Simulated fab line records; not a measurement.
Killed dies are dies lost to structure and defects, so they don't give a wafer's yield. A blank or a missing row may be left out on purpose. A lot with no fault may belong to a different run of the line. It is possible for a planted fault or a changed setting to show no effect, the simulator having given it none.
Which tool did it? / flow sfq-line / Sampling: 14 lots, 41 wafers, 2 of 325 route steps

WHAT THE GAUGES SHOWED, per wafer
SFQ_I3_BOW_MEAS_922. Usual: I3_BOW typically reads 4 um, with standard deviation 9.
lot=L966; measured=day 35 21:47; on=film-metro-03; I3_BOW (um)=7 4 2; flag=
lot=L967; measured=day 36 05:07; on=film-metro-03; I3_BOW (um)=2 -1 -3; flag=
lot=L969; measured=day 36 17:10; on=film-metro-03; I3_BOW (um)=8 0 7; flag=
lot=L974; measured=day 37 21:49; on=film-metro-03; I3_BOW (um)=5 14 - -; flag=
lot=L977; measured=day 38 06:48; on=film-metro-04; I3_BOW (um)=-9 -1 13 - - -; flag=
lot=L980; measured=day 46 02:41; on=film-metro-03; I3_BOW (um)=4 1 -5; flag=
lot=L981; measured=day 46 09:52; on=film-metro-01; I3_BOW (um)=2 0 3; flag=
lot=L983; measured=day 49 06:44; on=film-metro-03; I3_BOW (um)=26 19 27; flag=
lot=L984; measured=day 49 09:41; on=film-metro-03; I3_BOW (um)=-7 1 -9; flag=
lot=L985; measured=day 50 00:55; on=film-metro-03; I3_BOW (um)=7 5 10; flag=
lot=L986; measured=day 50 09:11; on=film-metro-01; I3_BOW (um)=-11 -10 2; flag=
lot=L987; measured=day 50 10:09; on=film-metro-04; I3_BOW (um)=6 16 5; flag=
lot=L989; measured=day 50 13:10; on=film-metro-01; I3_BOW (um)=10 1 -6; flag=
lot=L988; measured=day 50 12:12; on=film-metro-03; I3_BOW (um)=6 0 6; flag=

EACH LOT AND THE TOOL THAT RAN IT (in order: tool; ch and the chambers of the sampled wafers; start)
lot=L966; SFQ_TRILAYER_I3_CMP_CMP_082=cmp-01 ch 0,2, day 35 19:17
lot=L967; SFQ_TRILAYER_I3_CMP_CMP_082=cmp-02 ch 1,2,3, day 36 02:37
lot=L969; SFQ_TRILAYER_I3_CMP_CMP_082=cmp-02 ch 0,1,2, day 36 14:37
lot=L974; SFQ_TRILAYER_I3_CMP_CMP_082=cmp-01 ch 0,2, day 37 19:17
lot=L977; SFQ_TRILAYER_I3_CMP_CMP_082=cmp-01 ch 0,1, day 38 03:47
lot=L980; SFQ_TRILAYER_I3_CMP_CMP_082=cmp-02 ch 1,2,3, day 46 00:10
lot=L981; SFQ_TRILAYER_I3_CMP_CMP_082=cmp-01 ch 0,1,2, day 46 08:20
lot=L983; SFQ_TRILAYER_I3_CMP_CMP_082=cmp-01 ch 0,1,3, day 49 05:11
lot=L984; SFQ_TRILAYER_I3_CMP_CMP_082=cmp-01 ch 0,1,3, day 49 07:11
lot=L985; SFQ_TRILAYER_I3_CMP_CMP_082=cmp-01 ch 1,2, day 49 22:14
lot=L986; SFQ_TRILAYER_I3_CMP_CMP_082=cmp-02 ch 0,1,2, day 50 06:41
lot=L987; SFQ_TRILAYER_I3_CMP_CMP_082=cmp-01 ch 0,1, day 50 07:09
lot=L989; SFQ_TRILAYER_I3_CMP_CMP_082=cmp-01 ch 0,1,2, day 50 10:09
lot=L988; SFQ_TRILAYER_I3_CMP_CMP_082=cmp-02 ch 1,2,3, day 50 10:11
- SFQ_TRILAYER_I3_CMP_CMP_082: polishes SiO2.

WHAT THE TOOLS THEMSELVES READ (means of the sampled wafers that have a number; where no wafer has one, the mark that the record gives instead)
SFQ_TRILAYER_I3_CMP_CMP_082. Usual: motor-current-A 10.6 A, standard deviation 1; platen-rpm 60.00 rpm, standard deviation 0.043; time-to-endpoint-s 215 s, standard deviation 5.9.
lot=L966; tool=cmp-01; motor-current-A (A)=10.4; platen-rpm (rpm)=59.98; time-to-endpoint-s (s)=210; flag=
lot=L967; tool=cmp-02; motor-current-A (A)=9.9; platen-rpm (rpm)=59.98; time-to-endpoint-s (s)=204; flag=
lot=L969; tool=cmp-02; motor-current-A (A)=10.1; platen-rpm (rpm)=59.98; time-to-endpoint-s (s)=221; flag=
lot=L974; tool=cmp-01; motor-current-A (A)=10.6; platen-rpm (rpm)=60.02; time-to-endpoint-s (s)=217; flag=
lot=L977; tool=cmp-01; motor-current-A (A)=11.7; platen-rpm (rpm)=59.97; time-to-endpoint-s (s)=211; flag=
lot=L980; tool=cmp-02; motor-current-A (A)=9.8; platen-rpm (rpm)=59.99; time-to-endpoint-s (s)=226; flag=
lot=L981; tool=cmp-01; motor-current-A (A)=11.0; platen-rpm (rpm)=59.98; time-to-endpoint-s (s)=212; flag=
lot=L983; tool=cmp-01; motor-current-A (A)=11.6; platen-rpm (rpm)=59.99; time-to-endpoint-s (s)=222; flag=
lot=L984; tool=cmp-01; motor-current-A (A)=11.9; platen-rpm (rpm)=60.02; time-to-endpoint-s (s)=209; flag=
lot=L985; tool=cmp-01; motor-current-A (A)=10.2; platen-rpm (rpm)=59.99; time-to-endpoint-s (s)=213; flag=
lot=L986; tool=cmp-02; motor-current-A (A)=9.9; platen-rpm (rpm)=59.99; time-to-endpoint-s (s)=215; flag=
lot=L987; tool=cmp-01; motor-current-A (A)=11.7; platen-rpm (rpm)=60.00; time-to-endpoint-s (s)=211; flag=
lot=L989; tool=cmp-01; motor-current-A (A)=11.0; platen-rpm (rpm)=60.00; time-to-endpoint-s (s)=217; flag=
lot=L988; tool=cmp-02; motor-current-A (A)=9.5; platen-rpm (rpm)=59.99; time-to-endpoint-s (s)=219; flag=

THE ANSWER, worked out from the rows above alone
Rule: lot off if the mean of its wafers having a number is beyond 3 standard deviations from the usual mean. A lot without any number at a reading at which 4 lots or more have one is off too. Any other lot the step has rows for is counted as sound. After the gauges, taken in route order, come the tools' own readings; for these a lot's mean is taken, as printed above. The first step at which some lot is off is used, and at that step the reading that is off furthest; a lot without a number counts as furthest.
Nothing can be told from this: no lot is off at any reading shown.

WHAT THE SIMULATOR HAD INSERTED
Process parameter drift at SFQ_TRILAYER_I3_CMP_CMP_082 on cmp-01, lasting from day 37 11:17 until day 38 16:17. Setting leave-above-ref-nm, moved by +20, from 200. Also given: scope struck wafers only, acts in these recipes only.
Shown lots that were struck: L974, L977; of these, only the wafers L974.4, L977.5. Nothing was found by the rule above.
